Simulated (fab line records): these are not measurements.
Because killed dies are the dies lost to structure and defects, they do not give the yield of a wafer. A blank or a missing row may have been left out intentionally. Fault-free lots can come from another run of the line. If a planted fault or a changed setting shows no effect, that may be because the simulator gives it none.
Chamber matching / flow gf180mcu / 3 sister chambers for GF_CONTACT_CVD_02 on pecvd-01
The step deposits SiO2 from TEOS, target thk 860 nm, time 95.992 s. 6 wafers are shown with their chamber, then 9 later ones without.

WAFERS, EACH WITH ITS CHAMBER
wafer=L698.4; chamber=2; heaterPowerW (W)=563
wafer=L703.5; chamber=1; heaterPowerW (W)=498
wafer=L703.6; chamber=0; heaterPowerW (W)=721
wafer=L704.4; chamber=1; heaterPowerW (W)=380
wafer=L704.5; chamber=2; heaterPowerW (W)=659
wafer=L704.6; chamber=0; heaterPowerW (W)=622

WAFERS WHOSE CHAMBER IS MISSING
wafer=L709.1; heaterPowerW (W)=573
wafer=L709.3; heaterPowerW (W)=443
wafer=L709.6; heaterPowerW (W)=651
wafer=L710.1; heaterPowerW (W)=411
wafer=L710.2; heaterPowerW (W)=640
wafer=L710.6; heaterPowerW (W)=693
wafer=L714.2; heaterPowerW (W)=647
wafer=L714.4; heaterPowerW (W)=637
wafer=L714.5; heaterPowerW (W)=705

WHICH CHAMBER EACH WENT THROUGH
wafer=L709.1; from the rows above=can't be placed: 2 or 0 or 1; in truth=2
wafer=L709.3; from the rows above=1; in truth=1
wafer=L709.6; from the rows above=can't be placed: 0 or 2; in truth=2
wafer=L710.1; from the rows above=1; in truth=1
wafer=L710.2; from the rows above=can't be placed: 2 or 0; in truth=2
wafer=L710.6; from the rows above=can't be placed: 0 or 2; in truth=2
wafer=L714.2; from the rows above=can't be placed: 0 or 2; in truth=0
wafer=L714.4; from the rows above=can't be placed: 2 or 0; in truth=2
wafer=L714.5; from the rows above=can't be placed: 0 or 2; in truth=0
2 of 9 placed correctly. Not placeable from these rows: 7 (in 7, the candidates include the true chamber). Placed wrongly: 0.
How it was worked out, from the rows above alone: a wafer's distance from a chamber is the root of the sum, over the readings, of the square of ((its reading less the chamber's mean) divided by the reading's scatter). If the next closest chamber is less than 2 further off than the closest, the wafer can't be placed; otherwise it belongs to the closest. For every chamber, the mean is computed from those of its wafers that are shown. The scatter is the square root of a quotient: the sum, over the shown wafers, of each reading's squared deviation from its chamber's mean, divided by wafers minus chambers.
